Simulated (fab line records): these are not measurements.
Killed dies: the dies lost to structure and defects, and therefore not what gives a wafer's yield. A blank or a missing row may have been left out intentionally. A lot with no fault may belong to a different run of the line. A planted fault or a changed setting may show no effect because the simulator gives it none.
A struck lot beside a sound one -- flow sfq_line -- 24 steps out of a route of 325
Sound: these wafers, L261.1, L261.2, L261.3. The struck wafers were L255.2, L255.3, L255.5. The cause is given at the end.
Per side, at each step with rows, come the tool, then ch with its chambers, and then its first start. Under that, the readings that differ: sound wafers -- struck wafers -- difference of the means -- sigmas: that difference in standard deviations of wafers without a fault.
alike: readings with means less than 2 such deviations apart, plus words and numbers identical on both sides. not compared: withheld readings, readings lacking a value on some wafer, bounds such as >300 that could conceal the same value, and numbers that have no deviation in the record and whose values overlap.
Wherever a step has rows on one side only, a row that says differs or no value, or a row with sigmas, the two part there. Numbers that have no deviation but don't overlap get no sigmas and don't part them. A reading missing from all wafers of one side parts the sides only when that side holds two or more wafers.

first, 6 steps without rows for these wafers: SFQ_TRILAYER_I6_VIA_LITHO_COAT_174 (resist thk 63.19 nm); SFQ_TRILAYER_I6_VIA_LITHO_COAT_169 (resist thk 650 nm); SFQ_TRILAYER_I6_VIA_LITHO_SOFTBAKE_173; SFQ_TRILAYER_I6_VIA_LITHO_EXPOSE_170 (exposes mask I6, target cd 700 nm); SFQ_TRILAYER_I6_VIA_LITHO_PEB_172 (peb time 60 s); SFQ_TRILAYER_I6_VIA_LITHO_DEVELOP_171 (time 60 s).
SFQ_I6_OVL_MEAS_942:
  sound on overlay-01, day 76 08:38; struck on overlay-01, day 75 00:07
  alike: I6_OVL
SFQ_TRILAYER_I6_VIA_BARC_OPEN_VIA_ETCH_235: etches BARC in O2, target depth 125 nm, time 41.7 s.
  sound on rie_diel-01 ch 0,1,2, day 76 08:41; struck on rie_diel-03 ch 0,1, day 75 00:09
  alike: drypump_motor_current_A, oes_product_au, rf_fwd_power_W
  not compared: rf_hours_counter_h
SFQ_TRILAYER_I6_VIA_ETCH_VIA_ETCH_172: etches SiO2 in CHF3, stops on Nb, target depth 260 nm.
  sound on rie_diel-01 ch 0,1,2, day 76 08:43; struck on rie_diel-03 ch 0,1, day 75 00:11
  alike: drypump_motor_current_A, oes_product_au, rf_fwd_power_W
SFQ_TRILAYER_I6_VIA_STRIP_STRIP_173: strips in O2.
  sound on rie_metal-02 ch 0,1, day 76 08:50; struck on rie_metal-01 ch 0,1, day 75 00:18
  alike: drypump_motor_current_A, oes_product_au
  not compared: rf_hours_counter_h
then, 2 steps without rows for these wafers: SFQ_TRILAYER_I6_VIA_STRIP_SOLV_CLEAN_174 (cleans in NMP, time 600 s); SFQ_TRILAYER_M7_DEP_PRE_CLEAN_176 (time 22.5 s).
SFQ_TRILAYER_M7_DEP_SPUTTER_175: material Nb, target thk 200 nm, time 133.3 s.
  sound on pvd_sputter-03, day 76 09:38; struck on pvd_sputter-05, day 75 01:22
  alike: throttle_valve_pct
SFQ_M7_RS_MEAS_943: uses a four-point probe to measure.
  sound on film_metro-01, day 76 09:43; struck on film_metro-02, day 75 01:29
reading,sound,struck,difference,sigmas
M7_NB_RS (ohm/sq),0.897 0.895 0.886,0.436 0.432 0.435,-0.458,-47
then, 6 steps without rows for these wafers: SFQ_TRILAYER_M7_LITHO_COAT_182 (resist thk 62 nm); SFQ_TRILAYER_M7_LITHO_COAT_177 (resist thk 600 nm); SFQ_TRILAYER_M7_LITHO_SOFTBAKE_181; SFQ_TRILAYER_M7_LITHO_EXPOSE_178 (exposes mask M7, target cd 500 nm); SFQ_TRILAYER_M7_LITHO_PEB_180 (peb time 60 s); SFQ_TRILAYER_M7_LITHO_DEVELOP_179 (time 60 s).
-- the record jumps here: 4 days lie between the struck wafers' starts before and after --
SFQ_M7_OVL_MEAS_945:
  sound on overlay-02, day 80 18:21; struck on overlay-02, day 79 03:50
  alike: M7_OVL
SFQ_TRILAYER_M7_BARC_OPEN_METAL_ETCH_229: etches BARC in O2, target depth 125 nm, time 41.7 s.
  sound on rie_metal-03 ch 0,1, day 80 18:23; struck on rie_metal-01 ch 0,1, day 79 03:52
  alike: drypump_motor_current_A, oes_product_au, rf_fwd_power_W
  not compared: rf_hours_counter_h
SFQ_TRILAYER_M7_ETCH_METAL_ETCH_180: etches Nb in Cl2/Ar, stops on SiO2, target depth 240 nm, time 120 s.
  sound on rie_metal-03 ch 0,1, day 80 18:27; struck on rie_metal-01 ch 0,1, day 79 03:55
reading,sound,struck,difference,sigmas
oes_product_au (a.u.),0.888 0.885 0.900,0.987 0.991 0.998,+0.101,+12
model.M7.feature_depth_nm (nm),198.7 198.6 200.9,235.3 236.7 235.9,+36.6,
model.etch.depth_nm (nm),198.7 198.6 200.9,235.3 236.7 235.9,+36.6,
  alike: drypump_motor_current_A, rf_fwd_power_W
  not compared: rf_hours_counter_h
SFQ_TRILAYER_M7_STRIP_STRIP_181: strips in O2.
  sound on rie_metal-03 ch 0,1, day 80 18:34; struck on rie_metal-01 ch 0,1, day 79 04:03
reading,sound,struck,difference,sigmas
oes_product_au (a.u.),1.010 1.001 1.002,0.982 0.986 0.986,-0.020,-2
  alike: drypump_motor_current_A
  not compared: rf_hours_counter_h

## WHERE THEY PART
Last at SFQ_TRILAYER_M7_STRIP_STRIP_181 as far as this record goes, first at SFQ_M7_RS_MEAS_943.

WHY: the cause the simulator had injected
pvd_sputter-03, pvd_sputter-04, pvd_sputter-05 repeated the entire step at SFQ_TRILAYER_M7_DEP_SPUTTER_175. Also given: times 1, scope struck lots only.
